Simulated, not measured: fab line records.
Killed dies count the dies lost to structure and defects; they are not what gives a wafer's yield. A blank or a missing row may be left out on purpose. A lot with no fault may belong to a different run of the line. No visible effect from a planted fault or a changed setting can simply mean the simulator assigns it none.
fab line records	flow sky130
record lots=7	wafers=21	lastDay=50
route steps=708 shown NWELL@65 PAD_OPEN@708
lots untouched by any fault: they come from a run of this same line in which no faults occurred
startH: hours from the record's first day to the start of the lot's first wafer shown	waitH: hours elapsed since this lot's preceding step	" repeats the value in the row above	L1.1+2: a single row standing in for several wafers	- value missing, or start not given	* or withheld: withheld	< > ~ a bound
route shown NAME@n: NAME is a module with steps in the file, n the number in the route of the first one	usual: mean/standard deviation of fault-free wafers	same: alike in all rows	chamber/n: place in a boat	sites: per-site readings	_std_site: the values' standard deviation	_edge_site: outer sites' mean less inner sites'	radiusMm: for every site, how far away it sits from the centre of the wafer	mask NAME#n: copy n	behind: tool/chamber where the wafer was last shaped	hold: the reason the lot was held/the length of the hold in hours/how it ended	device: the n, p or np transistor that did not switch	end of line: the same wafers' tests at the end of the route	step lacking rows: just its recipe	killed: count of dies lost to structure and defects at first sort (not the wafer's yield)	map: shows each die of a wafer: x if killed, . if not, _ if none is there
set.NAME: the setting that was run; set.NAME@STEP: the one run at that earlier step	model.NAME: the simulator's own value behind a step, which no gauge read
lots at some steps of the route; a table a step, a row a wafer
services: when a tool's chamber went out of use (startH, in hours from the record's first day, below 0 if earlier), for how many hours, and the reason
## steps
# step SKY_NWELL_IMPLANT_12
# recipe species=P	energyKev=120	doseCm2=1.3e+12	tiltDeg=withheld
# step SKY_NWELL_IMPLANT_13
# recipe species=P	energyKev=50	doseCm2=7e+11	tiltDeg=withheld
# step SKY_NWELL_STRIP_14
# recipe chemistry=O2/N2	powerW=1400	pressureMtorr=1500	platenTempC=withheld	o2FlowSccm=3000	n2FlowSccm=300	overashFraction=0.5
# usual drypumpMotorCurrentA=6.0/0.37	oesProductAu=0.722/0.0042	stripTimeToEndpointS=36.93/0.1
# same overashFraction=0.5
lot.wafer	tool	chamber	startH	waitH	drypumpMotorCurrentA	oesProductAu	rfHoursCounterH	stripTimeToEndpointS
L323.1	plasmaAsher-01	1	134.02	0.1	6.6	0.727	33	37.06
L323.4	"	0	"	"	5.4	0.723	-	37.14
L323.6	"	1	"	"	6.6	0.729	-	37.13
L325.2	plasmaAsher-03	0	152.17	0.1	5.9	0.719	42	36.92
L325.4	"	1	"	"	6.4	0.729	-	37.01
L325.6	"	0	"	"	5.9	0.718	-	36.99
L332.2	plasmaAsher-03	0	188.86	0.1	6.0	0.717	46	36.94
L332.5	"	0	"	"	5.9	0.712	-	36.88
L332.6	"	1	"	"	6.4	0.727	-	36.86
L333.1	plasmaAsher-03	1	192.86	0.1	6.4	0.721	46	36.97
L333.2	"	0	"	"	6.0	0.723	46	36.91
L333.5	"	1	"	"	6.4	0.724	-	36.99
L334.3	plasmaAsher-01	1	201.29	0.1	6.6	0.716	-	36.76
L334.4	"	0	"	"	5.4	0.723	-	36.76
L334.6	"	1	"	"	6.6	0.720	-	36.93
L335.1	plasmaAsher-03	0	206.94	0.1	6.0	0.719	48	36.64
L335.2	"	1	"	"	6.4	0.721	48	36.78
L335.3	"	0	"	"	6.0	0.712	-	36.70
L338.1	plasmaAsher-04	0	221.54	0.1	5.6	0.720	11	36.80
L338.4	"	0	"	"	5.6	0.716	-	36.75
L338.6	"	0	"	"	5.6	0.716	-	36.85
# step SKY_NWELL_TW_MEAS_15
# usual NWELL_TW=1810/12
lot.wafer	tool	chamber	startH	waitH	NWELL_TW
L323.1	filmMetro-04	-	134.12	0.1	1802
L323.4	"	-	"	"	1814
L323.6	"	-	"	"	1815
L325.2	filmMetro-02	-	152.28	0.1	1814
L325.4	"	-	"	"	1811
L325.6	"	-	"	"	1815
L332.2	filmMetro-02	-	188.97	0.1	1830
L332.5	"	-	"	"	1825
L332.6	"	-	"	"	1824
L333.1	filmMetro-04	-	192.96	0.1	1812
L333.2	"	-	"	"	1808
L333.5	"	-	"	"	1816
L334.3	filmMetro-02	-	201.38	0.1	1809
L334.4	"	-	"	"	1807
L334.6	"	-	"	"	1808
L335.1	filmMetro-04	-	207.04	0.1	1804
L335.2	"	-	"	"	1806
L335.3	"	-	"	"	1806
L338.1	filmMetro-02	-	221.64	0.1	1817
L338.4	"	-	"	"	1803
L338.6	"	-	"	"	1815
# step SKY_NWELL_DEHYDRATE_16
# recipe tempC=200	timeS=60
# step SKY_NWELL_HMDS_17
# recipe primeTimeS=60	primeTempC=120
# step SKY_NWELL_COAT_18
# recipe spinRpm=2000	resistThkNm=3000
# step SKY_NWELL_SOFTBAKE_19
# recipe tempC=110	timeS=withheld
# step SKY_NWELL_EXPOSE_20
# recipe maskId=NWM_COMPLEMENT	na=0.6	sourceShape=conventional	sigmaOuter=0.6	polarization=unpolarized	targetCdNm=840	doseMj=260
# step SKY_NWELL_PEB_21
# recipe tempC=115	timeS=withheld
# step SKY_NWELL_DEVELOP_22
# recipe wallAngleDeg=90	developer=TMAH	developTimeS=60	devTempC=23
# step SKY_NWELL_OVL_MEAS_23
# usual NWELL_01_OVL=1.1/1.2
lot.wafer	tool	chamber	startH	waitH	NWELL_01_OVL[nm]
L323.1	overlay-01	-	153.17	-	-0.6
L323.4	"	-	"	"	0.4
L323.6	"	-	"	"	1.5
L325.2	overlay-02	-	172.38	-	2.1
L325.4	"	-	"	"	3.9
L325.6	"	-	"	"	1.9
L332.2	overlay-01	-	210.29	-	0.5
L332.5	"	-	"	"	-0.7
L332.6	"	-	"	"	1.0
L333.1	overlay-02	-	213.67	-	-0.5
L333.2	"	-	"	"	0.8
L333.5	"	-	"	"	0.4
L334.3	overlay-01	-	222.90	-	1.5
L334.4	"	-	"	"	0.0
L334.6	"	-	"	"	-0.3
L335.1	overlay-01	-	228.49	-	-1.2
L335.2	"	-	"	"	0.5
L335.3	"	-	"	"	-0.1
L338.1	overlay-02	-	245.07	-	1.0
L338.4	"	-	"	"	2.6
L338.6	"	-	"	"	1.8
# step SKY_NWELL_IMPLANT_24
# recipe species=B	energyKev=140	doseCm2=9.2e+12	tiltDeg=withheld
# usual beamEnergyKeV=140.02/0.042	endStationPressureTorr=5.05e-06/2.6e-07
lot.wafer	tool	chamber	startH	waitH	beamEnergyKeV	endStationPressureTorr	model.implant.drpNm
L323.1	implanter-01	0	153.21	0.0	140.00	5.11e-06	95.47
L323.4	"	0	"	"	140.05	5.52e-06	95.47
L323.6	"	0	"	"	140.01	4.15e-06	95.47
L325.2	implanter-04	0	172.43	0.0	139.96	4.93e-06	95.47
L325.4	"	0	"	"	140.03	4.65e-06	95.47
L325.6	"	0	"	"	139.99	4.96e-06	95.47
L332.2	implanter-01	0	210.35	0.0	129.12	5.51e-06	92.49
L332.5	"	0	"	"	129.10	5.04e-06	92.49
L332.6	"	0	"	"	129.01	5.06e-06	92.49
L333.1	implanter-01	0	213.71	0.0	129.09	4.86e-06	92.49
L333.2	"	0	"	"	129.11	5.13e-06	92.49
L333.5	"	0	"	"	129.09	5.01e-06	92.49
L334.3	implanter-04	0	222.97	0.1	139.99	4.83e-06	95.47
L334.4	"	0	"	"	139.97	4.86e-06	95.47
L334.6	"	0	"	"	140.03	4.58e-06	95.47
L335.1	implanter-01	0	228.52	0.0	128.98	4.91e-06	92.49
L335.2	"	0	"	"	129.03	4.9e-06	92.49
L335.3	"	0	"	"	129.06	4.86e-06	92.49
L338.1	implanter-04	0	245.11	0.0	140.02	4.44e-06	95.47
L338.4	"	0	"	"	139.95	5.08e-06	95.47
L338.6	"	0	"	"	140.04	5.11e-06	95.47
# step SKY_NWELL_STRIP_25
# recipe chemistry=O2/N2	powerW=1400	pressureMtorr=1500	platenTempC=withheld	o2FlowSccm=3000	n2FlowSccm=300	overashFraction=0.5
# usual drypumpMotorCurrentA=6.0/0.39	oesProductAu=0.722/0.0048	stripTimeToEndpointS=36.93/0.096
# same overashFraction=0.5
lot.wafer	tool	chamber	startH	waitH	drypumpMotorCurrentA	oesProductAu	rfHoursCounterH	stripTimeToEndpointS
L323.1	plasmaAsher-04	0	153.36	0.1	5.6	0.721	4	37.07
L323.4	"	1	"	"	6.0	0.722	-	36.95
L323.6	"	1	"	"	6.0	0.724	-	37.01
L325.2	plasmaAsher-03	0	172.56	0.1	5.9	0.719	44	36.85
L325.4	"	1	"	"	6.4	0.725	-	36.76
L325.6	"	1	"	"	6.4	0.724	-	36.76
L332.2	plasmaAsher-01	0	210.47	0.1	5.4	0.735	38	37.01
L332.5	"	1	"	"	6.6	0.727	-	36.98
L332.6	"	0	"	"	5.4	0.717	-	37.00
L333.1	plasmaAsher-01	1	213.86	0.1	6.6	0.723	38	36.80
L333.2	"	0	"	"	5.4	0.719	38	36.68
L333.5	"	1	"	"	6.6	0.728	-	36.73
L334.3	plasmaAsher-04	1	223.11	0.1	6.0	0.732	-	36.92
L334.4	"	0	"	"	5.6	0.721	-	36.93
L334.6	"	0	"	"	5.6	0.715	-	36.84
L335.1	plasmaAsher-03	0	228.67	0.1	5.9	0.726	50	36.89
L335.2	"	1	"	"	6.4	0.720	50	36.91
L335.3	"	1	"	"	6.4	0.725	-	37.03
L338.1	plasmaAsher-03	1	245.26	0.1	6.4	0.725	51	37.12
L338.4	"	1	"	"	6.4	0.726	-	37.13
L338.6	"	1	"	"	6.4	0.720	-	37.20
# step SKY_PAD_OPEN_PROBE_99
# usual killed_at_M0_to_M3=42/6.9	killed_at_M4_up=3.2/1.7	killedAtContacts=23/5.5	killedAtFrontEnd=16/4	killedAtOther=0.4/0.55	killedDies=85/9.2	killedOpen=46/6.8	killedShort=38/6.2
# same grossDies=492	killedAtBackSide=0
lot.wafer	tool	chamber	startH	waitH	killed_at_M0_to_M3	killed_at_M4_up	killedAtContacts	killedAtFrontEnd	killedAtOther	killedDies	killedOpen	killedShort	model.etest.resIsoPwell.rsOhmSq	model.etest.pfet_16v.rOnOhmUm	model.etest.resIsoPwell.lineOhmUm	model.etest.tip_n_5v.rsOhmSq	model.etest.resIsoPwell.widthNm	model.etest.resNwell.widthNm	model.etest.pfet_16v.driveUaUm	model.etest.fieldN.vtV
L323.1	prober-01	-	1129.17	0.1	45	2	25	9	0	81	48	33	3030	1.544e+04	1146	1395	2662	834.8	239.9	35.99
L323.4	prober-01	-	1129.32	0.2	36	6	24	20	0	86	55	31	2985	1.54e+04	1107	1393	2646	832.3	240.3	35.8
L323.6	prober-01	-	1129.42	0.2	46	4	20	10	0	80	42	38	2929	1.516e+04	1095	1393	2645	838.3	243.6	35.4
L325.2	prober-01	-	1142.78	0.1	36	0	25	13	0	74	40	34	3441	1.549e+04	1303	1432	2648	853.9	243.4	35.71
L325.4	prober-01	-	1142.88	0.2	30	3	22	14	1	70	39	31	3285	1.524e+04	1239	1431	2638	846.9	248.7	35.55
L325.6	prober-01	-	1142.98	0.2	42	2	17	12	1	74	45	29	3497	1.561e+04	1346	1424	2634	848	243.2	35.7
L332.2	prober-01	-	1171.51	0.1	40	5	36	11	0	92	54	38	3547	1.563e+04	1351	1430	2616	852.4	243.4	34.98
L332.5	prober-01	-	1171.66	0.2	38	4	27	15	1	85	48	37	3463	1.535e+04	1280	1429	2639	845.7	248.7	35.17
L332.6	prober-01	-	1171.71	0.2	50	2	31	17	1	101	61	40	3570	1.556e+04	1368	1436	2647	852.1	245.9	35.2
L333.1	prober-02	-	1176.48	0.1	37	6	28	20	0	91	46	45	4206	1.597e+04	1626	1423	2625	876.4	238.8	33.58
L333.2	prober-02	-	1176.53	0.1	37	3	23	12	0	75	37	37	4058	1.596e+04	1537	1430	2628	867.6	242.5	33.69
L333.5	prober-02	-	1176.68	0.2	37	1	34	15	1	88	48	40	4244	1.63e+04	1651	1426	2608	875.1	235.1	33.51
L334.3	prober-01	-	1187.23	0.2	49	2	20	20	0	91	44	47	2822	1.542e+04	1074	1377	2670	827.7	238.1	35.97
L334.4	prober-01	-	1187.28	0.2	50	5	24	17	0	96	57	39	2896	1.544e+04	1094	1369	2667	832.7	238.1	36.32
L334.6	prober-01	-	1187.38	0.2	45	4	20	19	0	88	51	37	2706	1.518e+04	1020	1369	2658	825.7	239.6	35.01
L335.1	prober-02	-	1188.63	0.1	39	0	25	22	0	86	43	39	4302	1.612e+04	1654	1444	2629	861.9	237.9	33.78
L335.2	prober-02	-	1188.68	0.1	39	3	33	12	0	87	50	36	4300	1.633e+04	1625	1428	2620	867	234.1	33.78
L335.3	prober-02	-	1188.73	0.2	40	3	21	15	1	80	36	42	4250	1.626e+04	1630	1446	2627	866.5	236.3	33.79
L338.1	prober-01	-	1200.66	0.1	36	2	20	18	0	76	40	36	2996	1.487e+04	1136	1400	2660	826.4	249	36.13
L338.4	prober-01	-	1200.81	0.2	33	1	35	19	1	89	51	36	3076	1.517e+04	1160	1386	2655	828.7	248.6	36.35
L338.6	prober-01	-	1200.91	0.2	41	1	18	18	1	79	44	35	3157	1.532e+04	1184	1391	2665	830.8	244.8	36.42
# killed by level:class
L323.1 LI_CONTACT:geometricParticle:open=9 VIA1:geometricParticle:open=9 VIA2:geometricParticle:open=9 CONTACT:geometricParticle:open=8 METAL2:geometricParticle:short=7 VIA3:geometricParticle:open=5 METAL1:geometricParticle:short=4 FIELD_ISO:geometricParticle:open=3
L323.4 VIA2:geometricParticle:open=10 CONTACT:geometricParticle:open=10 VIA1:geometricParticle:open=9 POLY_GATE:geometricParticle:open=6 FIELD_ISO:geometricParticle:open=5 VIA3:geometricParticle:open=5 METAL4:geometricParticle:short=5 LI_CONTACT:geometricParticle:open=4
L323.6 VIA2:geometricParticle:open=11 CONTACT:geometricParticle:open=10 METAL2:geometricParticle:short=7 VIA2:geometricParticle:short=6 VIA3:geometricParticle:open=6 POLY_GATE:geometricParticle:short=5 VIA1:geometricParticle:open=5 VIA3:geometricParticle:short=5
L325.2 VIA1:geometricParticle:open=9 CONTACT:geometricParticle:short=7 CONTACT:geometricParticle:open=7 VIA3:geometricParticle:open=7 FIELD_ISO:geometricParticle:short=5 LI_CONTACT:geometricParticle:short=5 LI_CONTACT:geometricParticle:open=4 METAL2:geometricParticle:short=4
L325.4 CONTACT:geometricParticle:open=10 VIA1:geometricParticle:open=7 VIA3:geometricParticle:open=6 LI_CONTACT:geometricParticle:short=5 VIA2:geometricParticle:open=5 LOCAL_INTERCONNECT:geometricParticle:short=4 METAL1:geometricParticle:short=4 FIELD_ISO:geometricParticle:open=3
L325.6 VIA1:geometricParticle:open=12 VIA3:geometricParticle:open=11 CONTACT:geometricParticle:open=7 FIELD_ISO:geometricParticle:open=5 LI_CONTACT:geometricParticle:short=5 METAL2:geometricParticle:short=5 LI_CONTACT:geometricParticle:open=3 METAL1:geometricParticle:short=3
L332.2 VIA1:geometricParticle:open=16 CONTACT:geometricParticle:open=16 CONTACT:geometricParticle:short=10 LI_CONTACT:geometricParticle:open=6 FIELD_ISO:geometricParticle:short=5 VIA2:geometricParticle:open=4 VIA1:geometricParticle:short=4 METAL2:geometricParticle:short=4
L332.5 CONTACT:geometricParticle:open=15 METAL2:geometricParticle:short=8 LI_CONTACT:geometricParticle:open=6 VIA2:geometricParticle:open=6 VIA1:geometricParticle:open=5 VIA1:geometricParticle:short=5 FIELD_ISO:geometricParticle:open=4 POLY_GATE:geometricParticle:open=4
L332.6 VIA1:geometricParticle:open=14 CONTACT:geometricParticle:open=12 LI_CONTACT:geometricParticle:open=11 VIA3:geometricParticle:open=7 METAL1:geometricParticle:short=6 VIA1:geometricParticle:short=6 FIELD_ISO:geometricParticle:short=5 METAL2:geometricParticle:short=5
L333.1 VIA1:geometricParticle:open=10 LI_CONTACT:geometricParticle:open=8 CONTACT:geometricParticle:open=7 FIELD_ISO:geometricParticle:open=6 METAL2:geometricParticle:short=6 POLY_GATE:geometricParticle:short=5 LOCAL_INTERCONNECT:geometricParticle:short=5 METAL3:geometricParticle:short=5
L333.2 VIA1:geometricParticle:open=10 CONTACT:geometricParticle:open=9 CONTACT:geometricParticle:short=7 METAL2:geometricParticle:short=7 VIA1:geometricParticle:short=5 FIELD_ISO:geometricParticle:open=4 FIELD_ISO:geometricParticle:short=4 LI_CONTACT:geometricParticle:open=4
L333.5 VIA1:geometricParticle:open=17 CONTACT:geometricParticle:open=12 LI_CONTACT:geometricParticle:short=8 POLY_GATE:geometricParticle:short=6 VIA1:geometricParticle:short=6 LI_CONTACT:geometricParticle:open=5 LOCAL_INTERCONNECT:geometricParticle:short=5 FIELD_ISO:geometricParticle:short=4
L334.3 METAL1:geometricParticle:short=10 CONTACT:geometricParticle:open=7 VIA3:geometricParticle:open=7 VIA1:geometricParticle:open=6 VIA1:geometricParticle:short=6 FIELD_ISO:geometricParticle:open=5 LI_CONTACT:geometricParticle:open=5 METAL2:geometricParticle:short=5
L334.4 VIA1:geometricParticle:open=16 FIELD_ISO:geometricParticle:short=6 VIA2:geometricParticle:open=6 VIA3:geometricParticle:open=6 FIELD_ISO:geometricParticle:open=5 LI_CONTACT:geometricParticle:open=5 CONTACT:geometricParticle:open=5 VIA2:geometricParticle:short=5
L334.6 VIA2:geometricParticle:open=9 LI_CONTACT:geometricParticle:open=8 CONTACT:geometricParticle:open=8 METAL2:geometricParticle:short=7 VIA1:geometricParticle:open=6 FIELD_ISO:geometricParticle:open=5 POLY_GATE:geometricParticle:short=5 VIA3:geometricParticle:open=5
L335.1 CONTACT:geometricParticle:open=7 LI_CONTACT:geometricParticle:open=7 VIA1:geometricParticle:open=7 VIA3:geometricParticle:short=6 LI_CONTACT:geometricParticle:short=4 METAL2:geometricParticle:short=4 VIA1:geometricParticle:short=4 VIA2:geometricParticle:open=4
L335.2 CONTACT:geometricParticle:open=13 LI_CONTACT:geometricParticle:open=7 VIA3:geometricParticle:open=6 LOCAL_INTERCONNECT:geometricParticle:short=6 VIA1:geometricParticle:short=6 VIA1:geometricParticle:open=6 VIA2:geometricParticle:open=6 CONTACT:geometricParticle:short=5
L335.3 METAL1:geometricParticle:short=9 VIA1:geometricParticle:open=7 VIA3:geometricParticle:open=7 CONTACT:geometricParticle:open=6 METAL2:geometricParticle:short=6 LI_CONTACT:geometricParticle:open=5 CONTACT:geometricParticle:short=5 FIELD_ISO:geometricParticle:short=4
L338.1 VIA1:geometricParticle:open=12 CONTACT:geometricParticle:open=8 FIELD_ISO:geometricParticle:open=6 FIELD_ISO:geometricParticle:short=6 LOCAL_INTERCONNECT:geometricParticle:short=5 METAL1:geometricParticle:short=4 POLY_GATE:geometricParticle:short=4 VIA3:geometricParticle:open=4
L338.4 LI_CONTACT:geometricParticle:open=11 CONTACT:geometricParticle:open=11 LOCAL_INTERCONNECT:geometricParticle:short=8 FIELD_ISO:geometricParticle:open=6 VIA3:geometricParticle:open=6 VIA1:geometricParticle:short=6 VIA2:geometricParticle:open=5 VIA1:geometricParticle:open=5
L338.6 CONTACT:geometricParticle:open=9 METAL1:geometricParticle:short=6 VIA1:geometricParticle:open=6 VIA2:geometricParticle:open=6 VIA3:geometricParticle:open=6 POLY_GATE:geometricParticle:open=5 METAL2:geometricParticle:short=5 FIELD_ISO:geometricParticle:short=4
## services
tool	chamber	startH	hours	kind
plasmaAsher-04	0	117.75	-	clean
plasmaAsher-04	1	117.75	-	clean
implanter-01	-	128.74	2.6	repair
plasmaAsher-01	-	143.21	22.6	repair
implanter-01	-	225.32	3.0	pm
plasmaAsher-04	-	231.31	0.7	repair
implanter-01	-	231.84	3.8	pm
## key
firstSign step=SKY_NWELL_IMPLANT_24	reading=beamEnergyKeV	direction=down	sigmas=99+	usual=*	struck=*
effect none on later readings
modelEffect step=SKY_NWELL_IMPLANT_24	value=implant.drpNm	without=95.47	struck=92.49
modelEffect step=SKY_PAD_OPEN_PROBE_99	value=etest.resIsoPwell.rsOhmSq	without=3098	struck=3993
metAt SKY_NWELL_IMPLANT_24
struckWafers L332.2,L332.5,L332.6,L333.1,L333.2,L333.5,L335.1,L335.2,L335.3
testerLeftOut L332,L333,L335
onsetBetween 153.21 210.35
fault kind=processParameterDrift	tool=implanter-01	chamber=-	onsetH=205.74	steps=SKY_NWELL_IMPLANT_24	channel=energyKev	offset=*	shape=step	endH=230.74	actsIn=*	stated=*
# testerLeftOut: of these lots the tester's yield and bins aren't shown, on N5 and GAA mostly nor the transistor test; their killed dies are dies lost to structure and defects alone, not to doping, threshold or leakage, so they don't give the yield
